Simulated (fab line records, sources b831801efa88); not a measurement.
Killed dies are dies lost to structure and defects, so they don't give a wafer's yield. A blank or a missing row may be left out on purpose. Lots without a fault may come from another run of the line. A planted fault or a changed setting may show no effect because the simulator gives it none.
fab line records | flow sky130
record lots=10 wafers=30 last_day=50
route steps=708 shown METAL1@453 VIA1@474 VIA2@509 PAD_OPEN@708
lots that met no fault: from a run of the same line without faults
start_h: hours from the record's first day to the start of the lot's first wafer shown | wait_h: hours since the lot's step before | " the same as in the row above | L1.1+2: a row that stands for several wafers | - no value, or no start given | * or withheld: withheld | < > ~ a bound
route shown NAME@n: a module of which the file shows steps, and the number in the route of the first | usual: mean/standard deviation of fault-free wafers | same: alike in all rows | chamber/n: place in a boat | sites: the reading at each site | _std_site: their standard deviation | _edge_site: outer sites' mean less inner sites' | radius_mm: how far each site lies from the wafer's centre | mask NAME#n: copy n | behind: the tool/chamber that last shaped the wafer | hold: why the lot was held/for how many hours/how that ended | device: the transistor (n, p or np) that didn't switch | end of line: the same wafers' tests at the end of the route | a step without rows: its recipe alone | killed: dies lost to structure and defects at the first sort, not the wafer's yield | map: a wafer's dies, x killed, . not, _ none there
set.NAME: the setting as run; set.NAME@STEP: as run at that earlier step | model.NAME: the simulator's own value behind a step, which no gauge read
steps of the route over a sample of lots; a table a step, a row a wafer
services: from which hour (start_h, from the record's first day; less than 0 if before it) a tool's chamber was out of use, for how many hours, and why
## steps
# step SKY_METAL1_METAL_ETCH_19
# recipe target_depth_a=3600 stop_on=SiO2 over_etch_frac=0.3 time_s=78 chemistry=Cl2/BCl3 resist_sidewall_deg=88 pressure_mtorr=10 icp_w=900 bias_w=48.5 Cl2_flow_sccm=60 bcl3_flow_sccm=30
# usual drypump_motor_current_A=5.9/0.46 oes_product_au=0.854/0.0058 throttle_valve_pct=22.263/0.009
# columns lot.wafer tool chamber start_h wait_h drypump_motor_current_A oes_product_au rf_hours_counter_h throttle_valve_pct
L597.2 rie_metal-03 0 771.72 0.0 5.6 0.859 4 22.260
L597.3 " 0 " " 5.6 0.859 - 22.263
L597.6 " 1 " " 6.2 0.852 - 22.260
L598.1 rie_metal-01 1 782.05 0.0 6.5 0.854 4 22.264
L598.3 " 0 " " 6.1 0.857 - 22.266
L598.6 " 1 " " 6.5 0.852 - 22.267
L600.3 rie_metal-02 0 796.15 0.1 5.3 0.866 - 22.281
L600.4 " 1 " " 5.7 0.859 - 22.254
L600.6 " 0 " " 5.3 0.862 - 22.264
L602.2 rie_metal-02 1 813.99 0.0 5.7 0.866 14 22.265
L602.3 " 0 " " 5.3 0.852 - 22.250
L602.4 " 1 " " 5.7 0.862 - 22.270
L603.4 rie_metal-01 1 829.58 0.1 6.5 0.852 - 22.265
L603.5 " 1 " " 6.5 0.840 - 22.272
L603.6 " 0 " " 6.1 0.856 - 22.277
L605.2 rie_metal-02 0 833.99 0.0 5.3 0.850 1 22.252
L605.5 " 1 " " 5.7 0.854 - 22.250
L605.6 " 0 " " 5.3 0.860 - 22.263
L611.2 rie_metal-03 1 887.05 0.0 6.2 0.838 2 22.283
L611.4 " 1 " " 6.2 0.853 - 22.270
L611.5 " 0 " " 5.5 0.845 - 22.269
L615.1 rie_metal-01 0 908.70 0.0 6.1 0.850 10 22.257
L615.2 " 1 " " 6.5 0.855 9 22.255
L615.4 " 1 " " 6.5 0.862 - 22.263
L618.2 rie_metal-02 0 926.93 0.1 5.2 0.859 - 22.267
L618.4 " 0 " " 5.2 0.855 - 22.253
L618.6 " 0 " " 5.3 0.855 - 22.268
L619.1 rie_metal-02 0 933.60 0.1 5.3 0.847 6 22.266
L619.3 " 0 " " 5.2 0.862 - 22.271
L619.6 " 0 " " 5.2 0.844 - 22.266
# step SKY_VIA1_STRIP_16
# recipe chemistry=O2/N2 power_w=1400 pressure_mtorr=1500 platen_temp_c=withheld o2_flow_sccm=3000 n2_flow_sccm=300 overash_fraction=0.5
# usual drypump_motor_current_A=5.5/0.39 oes_product_au=0.416/0.0044 strip_time_to_endpoint_s=4.454/0.023
# columns lot.wafer tool chamber start_h wait_h drypump_motor_current_A oes_product_au rf_hours_counter_h strip_time_to_endpoint_s
L597.2 plasma_asher-04 1 799.46 0.0 5.0 0.419 5 4.431
L597.3 " 1 " " 5.0 0.416 - 4.492
L597.6 " 0 " " 6.0 0.418 - 4.472
L598.1 plasma_asher-01 0 810.00 0.0 5.7 0.419 40 4.420
L598.3 " 1 " " 5.6 0.419 - 4.466
L598.6 " 0 " " 5.7 0.412 - 4.453
L600.3 plasma_asher-03 0 824.45 0.1 5.0 0.418 - 4.434
L600.4 " 1 " " 5.9 0.416 - 4.460
L600.6 " 1 " " 5.9 0.414 - 4.431
L602.2 plasma_asher-01 0 842.45 0.0 5.7 0.414 43 4.493
L602.3 " 1 " " 5.6 0.418 - 4.473
L602.4 " 0 " " 5.7 0.415 - 4.485
L603.4 plasma_asher-01 0 856.93 0.1 5.7 0.418 - 4.437
L603.5 " 0 " " 5.7 0.417 - 4.490
L603.6 " 1 " " 5.6 0.421 - 4.454
L605.2 plasma_asher-04 1 861.30 0.0 5.0 0.408 12 4.468
L605.5 " 0 " " 5.9 0.418 - 4.425
L605.6 " 1 " " 5.0 0.404 - 4.440
L611.2 plasma_asher-04 1 914.22 0.0 5.0 0.408 17 4.430
L611.4 " 0 " " 6.0 0.412 - 4.476
L611.5 " 0 " " 6.0 0.414 - 4.432
L615.1 plasma_asher-03 1 934.82 0.0 5.9 0.417 116 4.482
L615.2 " 0 " " 5.1 0.415 116 4.462
L615.4 " 0 " " 5.1 0.422 - 4.464
L618.2 plasma_asher-04 1 953.21 0.0 5.0 0.410 21 4.466
L618.4 " 0 " " 5.9 0.419 - 4.488
L618.6 " 1 " " 5.0 0.411 - 4.452
L619.1 plasma_asher-03 0 958.80 0.0 5.1 0.415 118 4.423
L619.3 " 1 " " 5.9 0.413 - 4.485
L619.6 " 1 " " 5.9 0.413 - 4.405
# step SKY_VIA2_CMP_02
# recipe material=SiO2 down_force_psi=4 platen_rpm=60 pad_velocity_m_s=0.94248
# usual edge_zone_pressure_frac=1.001/0.0048 head_pressure_psi=4.001/0.0091 motor_current_A=11.9/0.82
# columns lot.wafer tool chamber start_h wait_h edge_zone_pressure_frac head_pressure_psi motor_current_A
L597.3 cmp-01 3 828.19 0.1 1.005 3.985 12.2
L597.2 " 0 " " 1.003 4.006 11.4
L597.6 " 2 " " 1.002 3.982 10.8
L598.3 cmp-01 0 839.42 0.1 1.005 3.998 11.6
L598.1 " 1 " " 1.007 4.008 12.4
L598.6 " 3 " " 1.004 4.004 12.5
L600.4 cmp-01 0 853.52 0.0 1.000 4.002 10.9
L600.3 " 2 " " 0.997 3.998 10.4
L600.6 " 1 " " 0.996 3.999 12.9
L602.4 cmp-01 0 870.89 0.0 1.001 4.004 11.7
L602.2 " 1 " " 0.997 4.005 13.2
L602.3 " 2 " " 1.001 3.990 10.9
L603.4 cmp-01 2 885.23 0.0 - - -
L603.5 " 2 " " - - -
L603.6 " 3 " " - - -
L605.2 cmp-02 3 890.12 0.0 - - -
L605.6 " 3 " " - - -
L605.5 " 0 " " - - -
L611.2 cmp-01 3 941.60 0.1 1.008 3.997 12.5
L611.4 " 1 " " 0.998 4.021 13.0
L611.5 " 2 " " 1.008 4.008 11.3
L615.4 cmp-01 0 961.41 0.0 1.002 3.993 11.2
L615.2 " 1 " " 1.001 4.007 12.5
L615.1 " 2 " " 0.998 3.983 10.7
L618.2 cmp-02 3 978.98 0.1 1.004 3.997 12.1
L618.4 " 0 " " 0.999 4.013 13.0
L618.6 " 2 " " 1.002 3.994 11.6
L619.3 cmp-02 2 985.55 0.0 1.009 4.005 11.3
L619.1 " 1 " " 1.002 3.994 12.9
L619.6 " 2 " " 1.005 3.992 11.2
# step SKY_VIA2_BOW_MEAS_03
# recipe mode=bow
# usual VIA2_BOW=85/7.2
# columns lot.wafer tool chamber start_h wait_h VIA2_BOW[um]
L597.2 film_metro-03 - 828.46 0.2 80
L597.3 " - " " 86
L597.6 " - " " 80
L598.1 film_metro-04 - 839.62 0.1 78
L598.3 " - " " 73
L598.6 " - " " 88
L600.3 film_metro-04 - 853.86 0.2 85
L600.4 " - " " 65
L600.6 " - " " 89
L602.2 film_metro-01 - 871.21 0.2 89
L602.3 " - " " 80
L602.4 " - " " 74
L603.4 film_metro-04 - 885.59 0.3 124
L603.5 " - " " 118
L603.6 " - " " 109
L605.2 film_metro-01 - 890.44 0.3 108
L605.5 " - " " 115
L605.6 " - " " 103
L611.2 film_metro-01 - 941.87 0.2 85
L611.4 " - " " 91
L611.5 " - " " 77
L615.1 film_metro-04 - 961.71 0.1 98
L615.2 " - " " 97
L615.4 " - " " 96
L618.2 film_metro-01 - 979.20 0.2 76
L618.4 " - " " 95
L618.6 " - " " 89
L619.1 film_metro-04 - 985.85 0.1 94
L619.3 " - " " 84
L619.6 " - " " 87
# step SKY_VIA2_ETCH_15
# recipe target=SiO2 chemistry=C4F8/O2/Ar target_depth_nm=546 stop_on=TiN mask_material=KrF-thick source_w=1500 bias_w=1200 pressure_mtorr=40 c4f8_flow_sccm=withheld O2_flow_sccm=6 Ar_flow_sccm=300 time_s=84
# usual oes_product_au=0.939/0.0047
# columns lot.wafer tool chamber start_h wait_h oes_product_au rf_hours_counter_h
L597.2 rie_diel-04 1 855.25 0.0 0.929 7
L597.3 " 3 " " 0.947 8
L597.6 " 3 " " 0.941 -
L598.1 rie_diel-01 3 865.55 0.0 0.940 4
L598.3 " 0 " " 0.945 4
L598.6 " 0 " " 0.942 -
L600.3 rie_diel-02 1 880.30 0.0 0.935 25
L600.4 " 0 " " 0.931 17
L600.6 " 2 " " 0.939 -
L602.2 rie_diel-02 1 897.15 0.0 0.948 26
L602.3 " 3 " " 0.938 13
L602.4 " 0 " " 0.940 18
L603.4 rie_diel-04 0 910.95 0.0 1.627 8
L603.5 " 0 " " 1.627 -
L603.6 " 1 " " 1.600 -
L605.2 rie_diel-02 3 915.84 0.0 1.620 14
L605.5 " 0 " " 1.613 -
L605.6 " 1 " " 1.595 -
L611.2 rie_diel-04 2 966.25 0.0 0.940 15
L611.4 " 3 " " 0.937 11
L611.5 " 1 " " 0.943 -
L615.1 rie_diel-02 1 986.07 0.0 0.937 29
L615.2 " 2 " " 0.945 21
L615.4 " 3 " " 0.934 16
L618.2 rie_diel-02 2 1002.82 0.0 0.935 22
L618.4 " 3 " " 0.949 -
L618.6 " 0 " " 0.940 -
L619.1 rie_diel-01 1 1009.42 0.0 0.944 9
L619.3 " 2 " " 0.924 7
L619.6 " 2 " " 0.942 -
# step SKY_VIA2_STRIP_16
# recipe chemistry=O2/N2 power_w=1400 pressure_mtorr=1500 platen_temp_c=withheld o2_flow_sccm=3000 n2_flow_sccm=300 overash_fraction=0.5
# usual drypump_motor_current_A=5.5/0.32 oes_product_au=0.400/0.005 strip_time_to_endpoint_s=4.058/0.029
# columns lot.wafer tool chamber start_h wait_h drypump_motor_current_A oes_product_au rf_hours_counter_h strip_time_to_endpoint_s
L597.2 plasma_asher-01 1 855.31 0.0 5.6 0.393 44 4.047
L597.3 " 1 " " 5.6 0.399 - 4.061
L597.6 " 1 " " 5.7 0.394 - 4.014
L598.1 plasma_asher-04 0 865.61 0.0 6.0 0.405 12 4.024
L598.3 " 1 " " 5.0 0.397 - 4.065
L598.6 " 1 " " 5.0 0.404 - 4.096
L600.3 plasma_asher-04 1 880.40 0.1 5.0 0.406 - 4.074
L600.4 " 0 " " 6.0 0.399 - 4.097
L600.6 " 1 " " 5.0 0.392 - 3.998
L602.2 plasma_asher-02 0 897.22 0.0 5.6 0.402 78 4.099
L602.3 " 0 " " 5.6 0.389 - 4.045
L602.4 " 1 " " 5.2 0.398 - 4.080
L603.4 plasma_asher-01 1 911.05 0.1 5.6 0.395 - 4.046
L603.5 " 0 " " 5.7 0.403 - 4.041
L603.6 " 1 " " 5.6 0.399 - 4.083
L605.2 plasma_asher-01 0 915.90 0.0 5.8 0.405 49 4.037
L605.5 " 1 " " 5.6 0.395 - 4.070
L605.6 " 0 " " 5.7 0.399 - 4.087
L611.2 plasma_asher-04 1 966.32 0.0 5.0 0.392 23 4.034
L611.4 " 1 " " 5.0 0.403 - 4.082
L611.5 " 1 " " 5.0 0.396 - 4.073
L615.1 plasma_asher-02 0 986.13 0.0 5.7 0.406 87 4.113
L615.2 " 1 " " 5.3 0.401 87 4.053
L615.4 " 0 " " 5.7 0.398 - 4.066
L618.2 plasma_asher-04 0 1002.88 0.0 6.0 0.401 27 4.079
L618.4 " 0 " " 6.0 0.404 - 4.061
L618.6 " 1 " " 5.0 0.402 - 4.099
L619.1 plasma_asher-01 1 1009.48 0.0 5.6 0.396 58 4.052
L619.3 " 0 " " 5.7 0.400 - 4.062
L619.6 " 1 " " 5.6 0.402 - 4.108
# step SKY_PAD_OPEN_PROBE_99
# usual defect_limited_yield=82.2/2.2 killed_at_M0_to_M3=45/7.1 killed_at_M4_up=3.0/1.8 killed_at_contacts=24/5.4 killed_at_front_end=16/4.9 killed_at_other=0.3/0.63 killed_dies=88/11 killed_on_rim=17/3.4 killed_open=47/7.4 killed_short=40/7 sort_bin_3_pad_short=1.0/0.43 sort_bin_5_function=10.6/1.7 sort_bin_6_memory=6.3/1.1 sort_n_pass=404/11 sort_yield_pct=82.2/2.2
# same gross_dies=492 killed_at_back_side=0 sort_bin_4_leakage[%]=0 sort_bin_8_speed[%]=0
# columns lot.wafer tool chamber start_h wait_h defect_limited_yield[%] killed_at_M0_to_M3 killed_at_M4_up killed_at_contacts killed_at_front_end killed_at_other killed_dies killed_on_rim killed_open killed_short sort_bin_3_pad_short[%] sort_bin_5_function[%] sort_bin_6_memory[%] sort_n_pass sort_yield_pct[%]
L603.4 prober-01 - 1126.77 0.2 0 466 2 14 10 0 492 96 51 30 0.4 92.1 7.5 0 0
L603.5 prober-01 - 1126.82 0.2 0 448 5 22 17 0 492 96 48 31 0.2 91.9 7.9 0 0
L603.6 prober-01 - 1126.87 0.2 0 439 3 26 24 0 492 96 49 40 0.4 92.9 6.7 0 0
L605.2 prober-02 - 1129.13 0.1 0 456 4 22 10 0 492 96 49 33 0.8 93.7 5.5 0 0
L605.5 prober-02 - 1129.28 0.2 0 455 1 15 20 1 492 96 43 43 1.2 92.5 6.3 0 0
L605.6 prober-02 - 1129.33 0.2 0 459 5 21 7 0 492 96 38 34 0.6 94.5 4.9 0 0
# killed by level:class
L603.4 VIA2:area_cmp=411 VIA1:geometric_particle:open=13 VIA3:geometric_particle:open=12 METAL2:geometric_particle:short=7 VIA1:geometric_particle:short=7 CONTACT:geometric_particle:open=6 VIA2:geometric_particle:open=6 LI_CONTACT:geometric_particle:open=4
L603.5 VIA2:area_cmp=413 VIA1:geometric_particle:open=12 LI_CONTACT:geometric_particle:open=9 FIELD_ISO:geometric_particle:short=8 CONTACT:geometric_particle:open=7 FIELD_ISO:geometric_particle:open=5 VIA3:geometric_particle:open=5 METAL1:geometric_particle:short=4
L603.6 VIA2:area_cmp=403 VIA3:geometric_particle:open=9 POLY_GATE:geometric_particle:short=8 CONTACT:geometric_particle:open=8 LI_CONTACT:geometric_particle:short=6 LI_CONTACT:geometric_particle:open=6 FIELD_ISO:geometric_particle:short=5 LOCAL_INTERCONNECT:geometric_particle:short=5
L605.2 VIA2:area_cmp=410 VIA1:geometric_particle:open=14 VIA3:geometric_particle:open=9 CONTACT:geometric_particle:open=8 LI_CONTACT:geometric_particle:open=7 METAL1:geometric_particle:short=5 METAL2:geometric_particle:short=4 POLY_GATE:geometric_particle:short=4
L605.5 VIA2:area_cmp=406 METAL1:geometric_particle:short=9 VIA1:geometric_particle:open=8 METAL2:geometric_particle:short=7 VIA3:geometric_particle:open=7 FIELD_ISO:geometric_particle:short=6 VIA2:geometric_particle:open=6 POLY_GATE:geometric_particle:short=5
L605.6 VIA2:area_cmp=420 VIA1:geometric_particle:open=9 VIA2:geometric_particle:open=8 CONTACT:geometric_particle:open=7 LI_CONTACT:geometric_particle:open=6 METAL1:geometric_particle:short=6 METAL2:geometric_particle:short=5 LOCAL_INTERCONNECT:geometric_particle:short=4
## services
# columns tool chamber start_h hours kind
plasma_asher-03 - 752.68 1.3 repair
cmp-02 - 754.07 1.5 repair
cmp-02 - 774.28 4.3 pm
rie_diel-02 3 778.48 3.8 repair
cmp-02 - 788.82 0.9 repair
rie_metal-02 - 814.43 14.6 pm
rie_diel-04 - 816.20 2.8 pm
rie_metal-01 - 823.20 2.8 pm
rie_diel-02 3 824.26 2.4 repair
cmp-02 - 824.78 1.7 repair
cmp-02 - 845.78 6.2 repair
plasma_asher-01 - 853.24 0.7 repair
rie_metal-02 - 854.92 0.4 repair
rie_diel-04 - 857.99 0.3 repair
cmp-02 - 861.20 2.7 pm
plasma_asher-01 - 886.27 11.5 repair
plasma_asher-04 - 888.23 1.2 repair
rie_diel-02 2 891.72 3.7 repair
plasma_asher-04 - 895.32 0.3 repair
plasma_asher-01 - 921.40 2.8 pm
cmp-01 - 945.18 1.9 repair
plasma_asher-01 - 1001.45 5.4 repair
cmp-01 - 1002.77 0.5 repair
cmp-01 - 1007.35 0.9 repair
## key
first_sign step=SKY_VIA2_CMP_02 reading=tool_record direction=missing
effect step=SKY_VIA2_BOW_MEAS_03 reading=VIA2_BOW direction=up sigmas=3.8 usual=85 struck=113
effect step=SKY_VIA2_ETCH_15 reading=oes_product_au direction=up sigmas=99+ usual=0.939 struck=1.614
effect step=SKY_PAD_OPEN_PROBE_99 reading=killed_at_M0_to_M3 direction=up sigmas=57 usual=45 struck=454
more_kills_born_at SKY_VIA2_CMP_02@cmp-02=1232 SKY_VIA2_CMP_02@cmp-01=1222
met_at SKY_VIA2_CMP_02
struck_lots L603,L605
later_rows_left_out L603.4,L603.5,L603.6,L605.2,L605.5,L605.6
not_acting_at SKY_METAL1_METAL_ETCH_19,SKY_VIA1_STRIP_16,SKY_VIA2_STRIP_16
onset_between 870.89 885.23
fault kind=skipped_step_whole tool=cmp-01,cmp-02 chamber=- onset_h=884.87 steps=SKY_VIA2_CMP_02 scope=struck_lots_only
# later_rows_left_out: the simulator's readings of these wafers behind a module that went badly wrong aren't trusted and aren't shown, but for the sort
